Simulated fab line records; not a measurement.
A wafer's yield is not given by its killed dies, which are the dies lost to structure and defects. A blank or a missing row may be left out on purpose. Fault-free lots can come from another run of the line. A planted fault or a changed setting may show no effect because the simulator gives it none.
One fault seen from 2 desks / flow gf180mcu / each desk holds nothing but its own numbers, with what lay behind them at the end

## FOR THE TOOL OWNER'S DESK: implanter-04
The tool's own readings at GF_MVSD_IMPLANT_08: means of the sampled wafers that have a number, for each lot that ran on this tool. Marked OUT: a lot whose mean sits more than 4 standard deviations from the usual mean, which makes it out of limits; the brackets give that distance.
Columns: A = beam-energy-keV at GF_MVSD_IMPLANT_08, usual 400.02; B = tilt-deg at GF_MVSD_IMPLANT_08, usual -0.001 degrees
lot=L130; first seen here=day 4 22:24; A=400.06; B=-0.005
lot=L133; first seen here=day 5 16:02; A=400.02; B=-0.004
lot=L136; first seen here=day 6 09:56; A=400.10; B=-0.008
lot=L139; first seen here=day 7 04:32; A=400.11; B=0.005
lot=L140; first seen here=day 7 09:09; A=319.90 (-99 or more) OUT; B=0.008
lot=L141; first seen here=day 7 16:17; A=319.80 (-99 or more) OUT; B=0.008
lot=L142; first seen here=day 7 20:05; A=319.88 (-99 or more) OUT; B=0.008
Finding of this desk: L140, L141, L142 out of limits; the first was L140 at day 7 09:09, on beam-energy-keV at GF_MVSD_IMPLANT_08. L130, L133, L136, L139: within limits.

## THE METROLOGY DESK
What the gauges read for every lot (on any tool): the sampled wafers with a number, averaged. Marked OUT: a lot whose mean sits more than 4 standard deviations from the usual mean, which makes it out of limits; the brackets give that distance.
Columns: A = MVSD_TW at GF_MVSD_TW_MEAS_11, usual 1576; B = MVSD_RS at GF_VT_IMPLANT_RS_MEAS_46, usual 456.6 ohm/sq; C = cd-nm at GF_HV_LDD_CD_MEAS_31, usual 399.4 nm
lot=L128; first seen here=day 4 11:25; A=1561; B=456.0; C=398.8
lot=L130; first seen here=day 4 22:48; A=1572; B=455.6; C=396.4
lot=L133; first seen here=day 5 16:25; A=1574; B=455.1; C=403.4
lot=L136; first seen here=day 6 10:20; A=1578; B=455.5; C=399.5
lot=L139; first seen here=day 7 04:56; A=1590; B=456.1; C=397.6
lot=L140; first seen here=day 7 09:31; A=1539; B=478.8 (+20) OUT; C=397.7
lot=L141; first seen here=day 7 16:41; A=1554; B=476.8 (+18) OUT; C=398.8
lot=L142; first seen here=day 7 20:29; A=1540; B=478.9 (+20) OUT; C=398.1
lot=L144; first seen here=day 8 09:10; A=1564; B=457.9; C=400.4
lot=L147; first seen here=day 9 00:43; A=1585; B=456.0; C=401.2
lot=L149; first seen here=day 9 14:08; A=1579; B=456.5; C=400.7
lot=L150; first seen here=day 9 17:37; A=1577; B=456.8; C=399.7
Per this desk, out of limits: L140, L141, L142; the first was L140, day 10 23:33 (MVSD_RS at GF_VT_IMPLANT_RS_MEAS_46). L128, L130, L133, L136, L139, L144, L147, L149, L150: within limits.

## BROUGHT TOGETHER
An alarm could have come from the tool owner's desk at day 7 09:09, on L140, L141, L142.
At day 10 23:33 the metrology desk could have sounded an alarm, on L140, L141, L142.
On implanter-04, each named lot ran GF_MVSD_IMPLANT_08.

## WHAT THE SIMULATOR PUT IN
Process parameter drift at GF_MVSD_IMPLANT_08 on implanter-04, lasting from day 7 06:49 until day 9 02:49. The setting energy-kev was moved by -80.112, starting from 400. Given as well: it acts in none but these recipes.
Struck lots among those shown: L140, L141, L142.
Hours from the fault's start to each desk's first reading out of limits: the tool owner's desk, 2; the metrology desk, 89.
